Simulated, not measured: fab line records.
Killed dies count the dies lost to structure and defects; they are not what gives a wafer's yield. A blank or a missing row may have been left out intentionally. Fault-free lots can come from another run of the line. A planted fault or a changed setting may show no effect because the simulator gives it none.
The tool behind it: which one? -- flow gf180mcu -- 30 wafers from 10 lots sampled at 5 of the route's 602 steps

== WHAT EACH GAUGE READ, for each wafer ==
GF_TOP_METAL_RS_MEAS_05: uses a four-point probe to measure. Usual: TOP_METAL_ALCU_RS typically reads 0.0328 ohm/sq, with standard deviation 0.00049.
lot,measured,on,TOP_METAL_ALCU_RS (ohm/sq),flag
L221,day 27 02:53,filmMetro-04,0.0320 0.0327 0.0321,
L222,day 27 11:37,filmMetro-04,0.0330 0.0329 0.0325,
L223,day 27 20:13,filmMetro-02,0.0318 0.0320 0.0323,
L226,day 28 19:55,filmMetro-01,0.0322 0.0322 0.0325,
L230,day 30 02:40,filmMetro-02,0.0326 0.0332 0.0329,
L235,day 31 11:05,filmMetro-02,0.0325 0.0324 0.0327,
L236,day 31 17:48,filmMetro-04,0.0337 0.0335 0.0330,
L240,day 32 14:14,filmMetro-04,0.0316 0.0322 0.0317,
L243,day 33 06:29,filmMetro-01,0.0331 0.0327 0.0328,
L244,day 33 16:16,filmMetro-02,0.0332 0.0327 0.0330,

GF_PASSIVATION_THK_MEAS_01. Usual: PASSIVATION_CVD_00_THK typically reads 1004 nm, with standard deviation 15.
lot,measured,on,PASSIVATION_CVD_00_THK (nm),flag
L221,day 27 23:14,filmMetro-03,996 1018 1006,
L222,day 28 08:11,filmMetro-04,1000 1019 1012,
L223,day 28 16:37,filmMetro-04,980 997 1000,
L226,day 29 15:47,filmMetro-01,1004 1003 1011,
L230,day 30 21:24,filmMetro-01,998 1003 1017,
L235,day 32 04:16,filmMetro-01,648 1026 659 648 1025 658,OFF
L236,day 32 11:17,filmMetro-03,1010 633 1028 1008 633 1027,OFF
L240,day 33 07:08,filmMetro-01,999 991 1016,
L243,day 33 23:34,filmMetro-01,1002 1023 989,
L244,day 34 08:54,filmMetro-01,1007 1004 1014,

== WHAT TOOL EACH LOT RAN ON (gives the tool, then ch and the chambers of the sampled wafers, and finally the start) ==
lot,GF_V5_STRIP_18,GF_TOP_METAL_SPUTTER_01,GF_PASSIVATION_CVD_00
L221,"plasmaAsher-02 ch 0,1, day 27 01:25","pvdSputter-02, day 27 02:44","pecvd-01 ch 0,1, day 27 23:08"
L222,"plasmaAsher-03 ch 0,1, day 27 10:04","pvdSputter-02, day 27 11:30","pecvd-01 ch 0,1, day 28 08:06"
L223,"plasmaAsher-03 ch 0,1, day 27 18:43","pvdSputter-01, day 27 20:04","pecvd-02 ch 0,1, day 28 16:31"
L226,"plasmaAsher-02 ch 0,1, day 28 18:28","pvdSputter-02, day 28 19:47","pecvd-01 ch 0,1, day 29 15:42"
L230,"plasmaAsher-03 ch 0,1, day 30 01:07","pvdSputter-02, day 30 02:32","pecvd-03 ch 1,2, day 30 21:19"
L235,"plasmaAsher-03 ch 0,1, day 31 09:35","pvdSputter-02, day 31 10:57","pecvd-01 ch 0,2, day 32 04:10"
L236,"plasmaAsher-03 ch 0,1, day 31 16:22","pvdSputter-03, day 31 17:41","pecvd-01 ch 0,1,2, day 32 11:12"
L240,"plasmaAsher-02 ch 0,1, day 32 12:47","pvdSputter-02, day 32 14:07","pecvd-02 ch 1,2, day 33 07:03"
L243,"plasmaAsher-03 ch 0,1, day 33 05:00","pvdSputter-01, day 33 06:20","pecvd-02 ch 0,2, day 33 23:28"
L244,"plasmaAsher-02 ch 0,1, day 33 14:48","pvdSputter-03, day 33 16:08","pecvd-03 ch 1,2, day 34 08:49"
- GF_V5_STRIP_18: strips in O2/N2.
- GF_TOP_METAL_SPUTTER_01: material TiN, target thk 30 nm, time 25 s.
- GF_PASSIVATION_CVD_00: deposits SiO2 from TEOS, target thk 1000 nm, time 111.95 s.

== WHAT THE TOOLS THEMSELVES READ (means of the sampled wafers that have a number; where no wafer has one, the mark that the record gives instead) ==
GF_V5_STRIP_18. Usual: drypumpMotorCurrentA 5.9 A, standard deviation 0.48; heaterPowerW 340 W, standard deviation 43; oesProductAu 0.570 a.u., standard deviation 0.0049.
lot,tool,drypumpMotorCurrentA (A),heaterPowerW (W),oesProductAu (a.u.),flag
L221,plasmaAsher-02,6.1,396,0.575,
L222,plasmaAsher-03,6.0,311,0.572,
L223,plasmaAsher-03,6.0,314,0.568,
L226,plasmaAsher-02,6.1,392,0.572,
L230,plasmaAsher-03,5.6,298,0.566,
L235,plasmaAsher-03,6.0,316,0.569,
L236,plasmaAsher-03,5.6,299,0.572,
L240,plasmaAsher-02,6.1,393,0.570,
L243,plasmaAsher-03,5.6,295,0.572,
L244,plasmaAsher-02,6.1,394,0.567,

GF_TOP_METAL_SPUTTER_01. Usual: throttleValvePct 29.7 %, standard deviation 0.96.
lot,tool,throttleValvePct (%),flag
L221,pvdSputter-02,28.6,
L222,pvdSputter-02,29.5,
L223,pvdSputter-01,30.3,
L226,pvdSputter-02,29.2,
L230,pvdSputter-02,29.6,
L235,pvdSputter-02,30.2,
L236,pvdSputter-03,30.4,
L240,pvdSputter-02,28.8,
L243,pvdSputter-01,29.4,
L244,pvdSputter-03,30.1,

GF_PASSIVATION_CVD_00. Usual: heaterPowerW 669 W, standard deviation 79; rfFwdPowerW 595.5 W, standard deviation 2.
lot,tool,heaterPowerW (W),rfFwdPowerW (W),flag
L221,pecvd-01,710,595.6,
L222,pecvd-01,766,596.4,
L223,pecvd-02,654,594.9,
L226,pecvd-01,744,594.2,
L230,pecvd-03,726,596.1,
L235,pecvd-01,735,596.2,
L236,pecvd-01,709,594.6,
L240,pecvd-02,561,597.0,
L243,pecvd-02,636,595.2,
L244,pecvd-03,706,597.4,

== THE ANSWER, worked out from the rows above alone ==
Rule: lot off if the mean of its wafers having a number is beyond 3 standard deviations from the usual mean. Also off: a lot with no number at a reading for which 4 or more lots have one. Any other lot the step has rows for is counted as sound. First the gauges in route order, then the tools' own readings, where a lot's mean is used as printed above. At the first step where some lot is off, the reading lying furthest off is the one used; lots without a number count as furthest.
Off: L235, L236, at GF_PASSIVATION_THK_MEAS_01 (PASSIVATION_CVD_00_THK).
A tool fits if, at a process step before that reading, it ran every lot that is off, and no sound lot after the first of them. The gauges at GF_PASSIVATION_THK_MEAS_01 are tried like those tools. One fits: pecvd-01 at GF_PASSIVATION_CVD_00. A fault onset in the window from L226 (day 29 15:42, its last sound lot) to L235 (day 32 04:10, its first lot off) fits.

== WHAT THE SIMULATOR PUT IN ==
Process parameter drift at GF_PASSIVATION_CVD_00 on pecvd-01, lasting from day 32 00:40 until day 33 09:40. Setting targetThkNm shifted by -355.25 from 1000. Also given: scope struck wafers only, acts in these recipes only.
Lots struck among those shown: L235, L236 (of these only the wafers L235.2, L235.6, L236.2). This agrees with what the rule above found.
